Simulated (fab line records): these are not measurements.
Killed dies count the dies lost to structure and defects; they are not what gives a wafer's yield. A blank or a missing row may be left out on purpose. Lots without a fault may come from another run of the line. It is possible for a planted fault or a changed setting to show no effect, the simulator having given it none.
fab line records -- flow sky130
[record] lots = 4, wafers = 11, lastDay = 50
route steps=708 shown METAL1@448 VIA1@458 METAL2@483 PAD_OPEN@708
lots with no fault: from the same line, run without faults
startH: hours from the record's opening day to when the first of the lot's shown wafers began -- waitH: hours elapsed since this lot's preceding step -- " as in the row above -- L1.1+2: a single row standing in for several wafers -- - no value, or no start given -- * or withheld: withheld -- < > ~ a bound
route shown NAME@n: NAME is a module with steps in the file, n the number in the route of the first one -- usual: the fault-free wafers' mean and standard deviation -- same: alike in all rows -- chamber/n: place in a boat -- sites: the reading at each site -- _std_site: standard deviation of those values -- _edge_site: mean of outer sites minus mean of inner sites -- radiusMm: how far each site lies from the wafer's centre -- mask NAME#n: copy n -- behind: the last tool/chamber to shape the wafer -- hold: reason for holding the lot/hours on hold/outcome of the hold -- device: names the non-switching transistor (n, p or np) -- end of line: at the end of the route, the tests of the same wafers -- where a step has no rows: the recipe by itself -- killed: count of dies lost to structure and defects at first sort (not the wafer's yield) -- map: a wafer's dies, x killed, . not, _ none there
set.NAME: the setting that was run; set.NAME@STEP: the one run at that earlier step -- model.NAME: the simulator's own value behind a step, which no gauge read
certain route steps with their lots: each step a table, each wafer a row
services: a tool's chamber out of use, with start hour (startH, from the record's first day; less than 0 if before it), hours out, and reason
[[steps]]
[step SKY_METAL1_DEVELOP_14]
[recipe] developTimeS = 60, resist = KrF-thick, devTempC = 21
[step SKY_METAL1_DESCUM_17]
[recipe] chemistry = O2, sourcePowerW = 150, biasPowerW = 0, pressureMtorr = 10, tempC = 40, timeS = 8
[step SKY_METAL1_ETCH_18]
[recipe] chemistry = N2/H2, target = BARC, ionEnergyEv = 200, biasW = 100, pressureMtorr = 30, n2FlowSccm = 100, h2FlowSccm = 200, icpW = 500, stopOn = SiO2, timeS = 45.9, targetDepthA = 600
[step SKY_METAL1_METAL_ETCH_19]
[recipe] targetDepthA = 3600, stopOn = SiO2, overEtchFrac = 0.3, timeS = 78, chemistry = Cl2/BCl3, resistSidewallDeg = 88, pressureMtorr = 10, icpW = 900, biasW = 48.5, Cl2_flow_sccm = 60, bcl3FlowSccm = 30
[step SKY_METAL1_STRIP_20]
[recipe] chemistry = O2/N2, powerW = 1400, pressureMtorr = 1500, platenTempC = withheld, o2FlowSccm = 3000, n2FlowSccm = 300, overashFraction = 0.5
[step SKY_METAL1_STRIP_21]
[recipe] chemistry = postEtchResidueRemover, timeS = 1200, tempC = 72.5
[step SKY_METAL1_CLEAN_22]
[recipe] chemistry = IPA, timeS = 180, tempC = 25
[step SKY_METAL1_CLEAN_23]
[recipe] chemistry = O3/DIW, dry = n2Spin
[step SKY_VIA1_HDPCVD_00]
[recipe] material = SiO2, targetThkNm = 1030, sigmaOpenFrac = 0.3, timeS = 171.7, tempC = 400, sih4FlowSccm = 60, pressureMtorr = 6
[step SKY_VIA1_CMP_02]
[recipe] material = SiO2, downForcePsi = 4, platenRpm = 60, padVelocityMS = 0.94248
[usual] motorCurrentA = 11.7/1.4
lot.wafer,tool,chamber,startH,waitH,motorCurrentA,model.SiO2_of_VIA1_HDPCVD_00.thkNm
L272.2,cmp-01,3,863.40,0.2,12.3,344.6
L272.3,cmp-01,0,863.40,0.2,10.3,344.7
L272.1,cmp-01,1,863.40,0.2,12.2,345.7
L274.5,cmp-01,1,884.24,0.2,13.7,344.3
L274.6,cmp-01,2,884.24,0.2,10.0,309.8
L276.4,cmp-01,3,895.80,0.0,12.0,345.2
L276.2,cmp-01,0,895.80,0.0,10.4,310.6
L276.1,cmp-01,2,895.80,0.0,9.8,343.9
L281.3,cmp-02,2,928.11,0.1,11.6,345.9
L281.1,cmp-02,3,928.11,0.1,10.0,344.6
L281.5,cmp-02,1,928.11,0.1,14.1,344.3
[step SKY_VIA1_DEHYDRATE_04]
[recipe] tempC = 200, timeS = 60
[step SKY_VIA1_HMDS_05]
[recipe] primeTimeS = 60, primeTempC = 120
[step SKY_VIA1_COAT_06]
[recipe] resist = BARC, tempC = withheld, timeS = withheld, spinRpm = 3000, resistThkNm = 60
[step SKY_VIA1_COAT_07]
[recipe] resist = KrF-thick, spinRpm = 3000, resistThkNm = 450
[step SKY_VIA1_SOFTBAKE_08]
[recipe] tempC = 100, timeS = 90, resist = KrF-thick
[step SKY_VIA1_EXPOSE_09]
[recipe] maskId = VIM, na = 0.8, sourceShape = annular, sigmaInner = 0.55, sigmaOuter = 0.85, targetCdNm = 150, doseMj = 38
[step SKY_VIA1_PEB_10]
[recipe] pebTempC = withheld, pebTimeS = withheld, resist = KrF-thick
[step SKY_VIA1_DEVELOP_11]
[recipe] developTimeS = 60, resist = KrF-thick, devTempC = 21
[step SKY_VIA1_ETCH_14]
[recipe] chemistry = N2/H2, target = BARC, ionEnergyEv = 200, sourceW = 500, biasW = 100, pressureMtorr = 30, n2FlowSccm = 100, h2FlowSccm = 200, stopOn = SiO2, timeS = 45.9, targetDepthA = 600
[step SKY_VIA1_ETCH_15]
[recipe] target = SiO2, chemistry = C4F8/O2/Ar, targetDepthNm = 351, stopOn = TiN, maskMaterial = KrF-thick, sourceW = 1500, biasW = 1200, pressureMtorr = 40, c4f8FlowSccm = withheld, O2_flow_sccm = 6, Ar_flow_sccm = 300, timeS = 54
[usual] chamberPressureMTorr = 40.00/0.036, oesProductAu = 0.980/0.0059
lot.wafer,tool,chamber,startH,waitH,chamberPressureMTorr,oesProductAu,rfHoursCounterH,model.etch.depthNm,model.VIA1.featureDepthNm
L272.1,rieDiel-03,0,889.28,0.0,40.03,0.986,18,345.7,345.7
L272.2,rieDiel-03,3,889.28,0.0,40.00,0.977,14,344.6,344.6
L272.3,rieDiel-03,1,889.28,0.0,39.95,0.989,7,344.7,344.7
L274.5,rieDiel-01,1,910.11,0.0,40.00,0.981,-,344.3,344.3
L274.6,rieDiel-01,3,910.11,0.0,39.92,0.930,-,309.8,309.8
L276.1,rieDiel-01,3,921.84,0.0,40.05,0.983,12,343.9,343.9
L276.2,rieDiel-01,0,921.84,0.0,40.03,0.922,14,310.6,310.6
L276.4,rieDiel-01,2,921.84,0.0,39.98,0.977,-,345.2,345.2
L281.1,rieDiel-03,0,952.26,0.0,39.99,0.971,20,344.6,344.6
L281.3,rieDiel-03,1,952.26,0.0,39.96,0.985,9,345.9,345.9
L281.5,rieDiel-03,3,952.26,0.0,39.97,0.976,-,344.3,344.3
[step SKY_VIA1_STRIP_16]
[recipe] chemistry = O2/N2, powerW = 1400, pressureMtorr = 1500, platenTempC = withheld, o2FlowSccm = 3000, n2FlowSccm = 300, overashFraction = 0.5
[step SKY_VIA1_STRIP_17]
[recipe] chemistry = postEtchResidueRemover, timeS = 1200, tempC = 72.5
[step SKY_VIA1_CLEAN_18]
[recipe] chemistry = IPA, timeS = 180, tempC = 25
[step SKY_VIA1_CLEAN_19]
[recipe] chemistry = O3/DIW, dry = n2Spin
[step SKY_VIA1_SPUTTER_20]
[recipe] material = TiN, targetThkNm = 20, chamberPressurePa = 5, powerW = 4000, timeS = 80
[step SKY_VIA1_CVD_21]
[recipe] material = W, targetThkNm = 270, timeS = 80.902, tempC = 400, pressureTorr = 40
[step SKY_VIA1_CMP_24]
[recipe] stopOn = SiO2, tOverpolishS = 15, downForcePsi = 3.5, platenRpm = 60, targetThkNm = 0, padVelocityMS = 0.94248
[step SKY_METAL2_SPUTTER_00]
[recipe] material = Ti, targetThkNm = 15, powerW = 3000, timeS = 10, chamberPressurePa = 0.4
[step SKY_METAL2_SPUTTER_01]
[recipe] material = TiN, targetThkNm = 20, powerW = 6500, timeS = 16.7, chamberPressurePa = 0.4
[step SKY_METAL2_SPUTTER_02]
[recipe] material = AlCu, targetThkNm = 250, powerW = 10600, timeS = 13.3, chamberPressurePa = 0.4
[step SKY_METAL2_SPUTTER_03]
[recipe] material = Ti, targetThkNm = 5, powerW = 3000, timeS = 3.3, chamberPressurePa = 0.4
[step SKY_METAL2_SPUTTER_04]
[recipe] material = TiN, targetThkNm = 70, powerW = 6500, timeS = 58.3, chamberPressurePa = 0.4
[step SKY_METAL2_METAL_ETCH_19]
[recipe] targetDepthA = 3600, stopOn = SiO2, overEtchFrac = 0.3, timeS = 78, chemistry = Cl2/BCl3, resistSidewallDeg = 88, pressureMtorr = 10, icpW = 900, biasW = 48.5, Cl2_flow_sccm = 60, bcl3FlowSccm = 30
[usual] chamberPressureMTorr = 10.000/0.0089, drypumpMotorCurrentA = 5.5/0.57, oesProductAu = 0.853/0.0054, throttleValvePct = 22.264/0.0095
lot.wafer,tool,chamber,startH,waitH,chamberPressureMTorr,drypumpMotorCurrentA,oesProductAu,rfHoursCounterH,throttleValvePct,model.SiO2_of_VIA1_HDPCVD_00.thkNm
L272.1,rieMetal-01,1,916.87,0.0,10.005,4.9,0.855,7,22.267,331.8
L272.2,rieMetal-01,0,916.87,0.0,9.986,5.8,0.855,10,22.247,330.5
L272.3,rieMetal-01,0,916.87,0.0,9.997,5.8,0.855,-,22.273,330.6
L274.5,rieMetal-04,0,937.53,0.1,10.001,6.5,0.852,-,22.270,330.2
L274.6,rieMetal-04,1,937.53,0.1,9.997,4.9,0.856,-,22.253,295.5
L276.1,rieMetal-04,1,947.62,0.1,9.994,4.9,0.852,17,22.263,329.6
L276.2,rieMetal-04,1,947.62,0.1,10.008,4.9,0.850,-,22.278,296.4
L276.4,rieMetal-04,1,947.62,0.1,10.004,4.9,0.854,-,22.278,331
L281.1,rieMetal-01,1,978.29,0.0,10.000,5.0,0.856,10,22.270,330.7
L281.3,rieMetal-01,0,978.29,0.0,10.009,5.8,0.843,-,22.256,331.9
L281.5,rieMetal-01,1,978.29,0.0,10.000,5.0,0.850,-,22.275,330.4
[step SKY_PAD_OPEN_PROBE_99]
[usual] defectLimitedYield = 82.0/1.9, killed_at_M0_to_M3 = 45/6.9, killed_at_M4_up = 3.0/1.7, killedAtContacts = 25/5.6, killedAtFrontEnd = 15/4.2, killedAtOther = 0.3/0.55, killedDies = 89/9.6, killedOpen = 49/7.2, killedShort = 39/6.5, sort_bin_3_pad_short = 0.9/0.44, sort_bin_5_function = 10.7/1.4, sort_bin_6_memory = 6.4/1.3, sortNPass = 403/9.6, sortYieldPct = 82.0/1.9
[same] grossDies = 492, killedAtBackSide = 0, sort_bin_4_leakage[%] = 0, sort_bin_8_speed[%] = 0
lot.wafer,tool,chamber,startH,waitH,defectLimitedYield[%],killed_at_M0_to_M3,killed_at_M4_up,killedAtContacts,killedAtFrontEnd,killedAtOther,killedDies,killedOpen,killedShort,sort_bin_3_pad_short[%],sort_bin_5_function[%],sort_bin_6_memory[%],sortNPass,sortYieldPct[%]
L272.1,prober-02,-,1150.21,0.1,85.2,41,3,17,12,0,73,41,31,1.0,9.3,4.5,419,85.2
L272.2,prober-02,-,1150.26,0.1,81.9,49,1,20,18,1,89,49,39,0.6,10.0,7.5,403,81.9
L272.3,prober-02,-,1150.31,0.2,79.7,48,2,31,18,1,100,60,37,0.4,12.6,7.3,392,79.7
// killed by level:class
L272.1 CONTACT:geometricParticle:open=8 VIA3:geometricParticle:open=8 METAL2:geometricParticle:short=7 VIA1:geometricParticle:open=6 VIA1:geometricParticle:short=4 METAL2:geometricParticle:open=4 VIA2:geometricParticle:open=4 FIELD_ISO:geometricParticle:short=3
L272.2 VIA1:geometricParticle:open=11 VIA3:geometricParticle:open=9 CONTACT:geometricParticle:open=8 METAL1:geometricParticle:short=7 LI_CONTACT:geometricParticle:open=5 METAL2:geometricParticle:short=5 VIA2:geometricParticle:open=5 FIELD_ISO:geometricParticle:short=4
L272.3 LI_CONTACT:geometricParticle:open=14 VIA1:geometricParticle:short=8 CONTACT:geometricParticle:open=8 VIA1:geometricParticle:open=8 METAL3:geometricParticle:short=7 VIA2:geometricParticle:open=6 VIA3:geometricParticle:open=6 CONTACT:geometricParticle:short=5
[[services]]
tool,chamber,startH,hours,kind
rieMetal-04,1,839.87,13.1,repair
rieDiel-01,2,845.22,5.1,repair
rieDiel-03,0,868.36,14.9,repair
cmp-02,-,880.78,2.1,repair
rieDiel-03,-,887.92,0.9,repair
cmp-02,-,901.54,4.7,pm
rieDiel-01,0,907.31,13.5,repair
cmp-01,-,912.21,4.0,pm
rieMetal-04,1,914.32,2.2,repair
cmp-01,-,916.21,-,consumableReplace:conditioner
cmp-01,-,916.21,-,consumableReplace:pad
rieDiel-01,1,920.81,-,clean
rieDiel-01,1,920.81,22.5,scheduledDown
rieDiel-01,1,920.81,22.5,ventCycle
rieDiel-03,0,924.36,2.7,repair
rieDiel-03,3,925.08,7.8,repair
rieDiel-03,2,926.69,11.7,repair
rieMetal-04,0,939.56,8.2,repair
cmp-02,-,952.26,1.2,repair
[[key]]
[firstSign] step = SKY_VIA1_ETCH_15, reading = oesProductAu, direction = down, sigmas = 9.2, usual = 0.980, struck = 0.926
effect none on later readings
[modelEffect] step = SKY_VIA1_CMP_02, value = SiO2_of_VIA1_HDPCVD_00.thkNm, without = 344.7, struck = 310.2
[modelEffect] step = SKY_VIA1_ETCH_15, value = etch.depthNm, without = 344.7, struck = 310.2
[modelEffect] step = SKY_METAL2_METAL_ETCH_19, value = SiO2_of_VIA1_HDPCVD_00.thkNm, without = 330.5, struck = 296
metAt SKY_VIA1_CMP_02
struckWafers L274.6,L276.2
onsetBetween 863.40 884.24
[fault] kind = processParameterDrift, tool = cmp-01, chamber = -, onsetH = 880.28, steps = SKY_VIA1_CMP_02, channel = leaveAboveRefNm, offset = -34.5, shape = step, endH = 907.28, scope = struckWafersOnly, actsIn = theseRecipesOnly, stated = 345
